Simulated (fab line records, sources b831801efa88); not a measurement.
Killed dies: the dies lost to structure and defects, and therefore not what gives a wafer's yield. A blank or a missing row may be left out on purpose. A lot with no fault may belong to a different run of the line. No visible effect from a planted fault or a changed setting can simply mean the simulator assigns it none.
Tool commonality check :: flow sky130 :: 42 wafers sampled across 14 lots

WHY IT WAS OPENED
SKY_SONOS_TUNNEL_TW_MEAS_12, reading SONOS_TUNNEL_TW: flagged on 2 of 14 lots. Wafers without a fault read 195.6, standard deviation 2.7.
Rule: a lot is flagged when every wafer of it that has a number lies more than 4 standard deviations from that mean, or none has a number. The rest of the lots are taken to be sound.

lot: L178
measured: day 11 12:44
on: film metro-04
SONOS_TUNNEL_TW, wafer by wafer: 201.1 199.7 200.3
flag: 

lot: L179
measured: day 11 20:03
on: film metro-03
SONOS_TUNNEL_TW, wafer by wafer: 193.3 193.1 192.8
flag: 

lot: L181
measured: day 12 17:32
on: film metro-04
SONOS_TUNNEL_TW, wafer by wafer: 199.3 199.4 199.2
flag: 

lot: L183
measured: day 13 06:50
on: film metro-01
SONOS_TUNNEL_TW, wafer by wafer: 197.8 196.9 196.9
flag: 

lot: L184
measured: day 13 07:43
on: film metro-03
SONOS_TUNNEL_TW, wafer by wafer: 192.8 191.8 192.3
flag: 

lot: L185
measured: day 13 19:43
on: film metro-03
SONOS_TUNNEL_TW, wafer by wafer: 191.6 192.2 191.7
flag: 

lot: L186
measured: day 14 04:10
on: film metro-01
SONOS_TUNNEL_TW, wafer by wafer: 194.1 194.1 194.8
flag: 

lot: L187
measured: day 14 10:07
on: film metro-03
SONOS_TUNNEL_TW, wafer by wafer: 191.4 192.3 190.9
flag: 

lot: L188
measured: day 14 19:00
on: film metro-01
SONOS_TUNNEL_TW, wafer by wafer: 194.0 194.2 194.9
flag: 

lot: L190
measured: day 15 05:35
on: film metro-04
SONOS_TUNNEL_TW, wafer by wafer: 200.6 198.9 199.1
flag: 

lot: L197
measured: day 18 00:14
on: film metro-01
SONOS_TUNNEL_TW, wafer by wafer: 30.1 30.2 29.9
flag: FLAGGED

lot: L198
measured: day 18 07:22
on: film metro-01
SONOS_TUNNEL_TW, wafer by wafer: 30.1 30.0 30.2
flag: FLAGGED

lot: L200
measured: day 18 20:38
on: film metro-03
SONOS_TUNNEL_TW, wafer by wafer: 192.2 192.1 192.1
flag: 

lot: L201
measured: day 19 05:41
on: film metro-04
SONOS_TUNNEL_TW, wafer by wafer: 199.0 198.9 200.6
flag: 
On average the flagged lots' numbers are 30.1, which is -165.5 against the usual, or -61 standard deviations.

WHICH TOOL EACH LOT WENT THROUGH
The record holds 1 process step before the reading, out of a route of 708 steps. In each cell: the tool, then ch and the chambers that the sampled wafers went through, then the start.
lot: L178
flag: 
SKY_SONOS_TUNNEL_DEVELOP_06: litho track-02 ch 0, day 11 12:01

lot: L179
flag: 
SKY_SONOS_TUNNEL_DEVELOP_06: litho track-03 ch 0, day 11 19:20

lot: L181
flag: 
SKY_SONOS_TUNNEL_DEVELOP_06: litho track-04 ch 0, day 12 16:49

lot: L183
flag: 
SKY_SONOS_TUNNEL_DEVELOP_06: litho track-02 ch 0, day 13 05:56

lot: L184
flag: 
SKY_SONOS_TUNNEL_DEVELOP_06: litho track-03 ch 0, day 13 06:47

lot: L185
flag: 
SKY_SONOS_TUNNEL_DEVELOP_06: litho track-03 ch 0, day 13 18:57

lot: L186
flag: 
SKY_SONOS_TUNNEL_DEVELOP_06: litho track-03 ch 0, day 14 03:27

lot: L187
flag: 
SKY_SONOS_TUNNEL_DEVELOP_06: litho track-03 ch 0, day 14 09:23

lot: L188
flag: 
SKY_SONOS_TUNNEL_DEVELOP_06: litho track-03 ch 0, day 14 18:03

lot: L190
flag: 
SKY_SONOS_TUNNEL_DEVELOP_06: litho track-04 ch 0, day 15 04:52

lot: L197
flag: FLAGGED
SKY_SONOS_TUNNEL_DEVELOP_06: litho track-03 ch 0, day 17 23:30

lot: L198
flag: FLAGGED
SKY_SONOS_TUNNEL_DEVELOP_06: litho track-03 ch 0, day 18 06:39

lot: L200
flag: 
SKY_SONOS_TUNNEL_DEVELOP_06: litho track-02 ch 0, day 18 19:58

lot: L201
flag: 
SKY_SONOS_TUNNEL_DEVELOP_06: litho track-02 ch 0, day 19 05:01
These steps, and what they do:
- SKY_SONOS_TUNNEL_DEVELOP_06: develop time 60 s.
- SKY_SONOS_TUNNEL_TW_MEAS_12

FLAGGED OVER TOTAL, TOOL BY TOOL (the gauges that took the reading come last)
step: SKY_SONOS_TUNNEL_DEVELOP_06
tool: litho track-02
lots run: 4
flagged: 0
share of the flagged lots: none
sound lots run after its first flagged lot: -

step: SKY_SONOS_TUNNEL_DEVELOP_06
tool: litho track-03
lots run: 8
flagged: 2
share of the flagged lots: all
sound lots run after its first flagged lot: 0

step: SKY_SONOS_TUNNEL_DEVELOP_06
tool: litho track-04
lots run: 2
flagged: 0
share of the flagged lots: none
sound lots run after its first flagged lot: -

step: SKY_SONOS_TUNNEL_TW_MEAS_12
tool: film metro-01
lots run: 5
flagged: 2
share of the flagged lots: all
sound lots run after its first flagged lot: 0

step: SKY_SONOS_TUNNEL_TW_MEAS_12
tool: film metro-03
lots run: 5
flagged: 0
share of the flagged lots: none
sound lots run after its first flagged lot: -

step: SKY_SONOS_TUNNEL_TW_MEAS_12
tool: film metro-04
lots run: 4
flagged: 0
share of the flagged lots: none
sound lots run after its first flagged lot: -

WHAT THE TABLE ALLOWS
litho track-03 at SKY_SONOS_TUNNEL_DEVELOP_06 and film metro-01 at SKY_SONOS_TUNNEL_TW_MEAS_12 are the 2 rows of the table that ran each flagged lot.
- litho track-03 at SKY_SONOS_TUNNEL_DEVELOP_06 ran 8 lots, 2 of them flagged. Last sound lot L188 at day 14 18:03, first flagged lot L197 at day 17 23:30; a fault beginning in between fits.
- film metro-01 at SKY_SONOS_TUNNEL_TW_MEAS_12 ran 5 lots, 2 of them flagged. Last sound lot L188 at day 14 19:00, first flagged lot L197 at day 18 00:14; a fault beginning in between fits.
These 2 tools cannot be told apart by counting lots, since each of them fits a fault that started at some hour. More lots, or a look at what each step does to the wafer, might.

WHAT THE SIMULATOR HAD INSERTED
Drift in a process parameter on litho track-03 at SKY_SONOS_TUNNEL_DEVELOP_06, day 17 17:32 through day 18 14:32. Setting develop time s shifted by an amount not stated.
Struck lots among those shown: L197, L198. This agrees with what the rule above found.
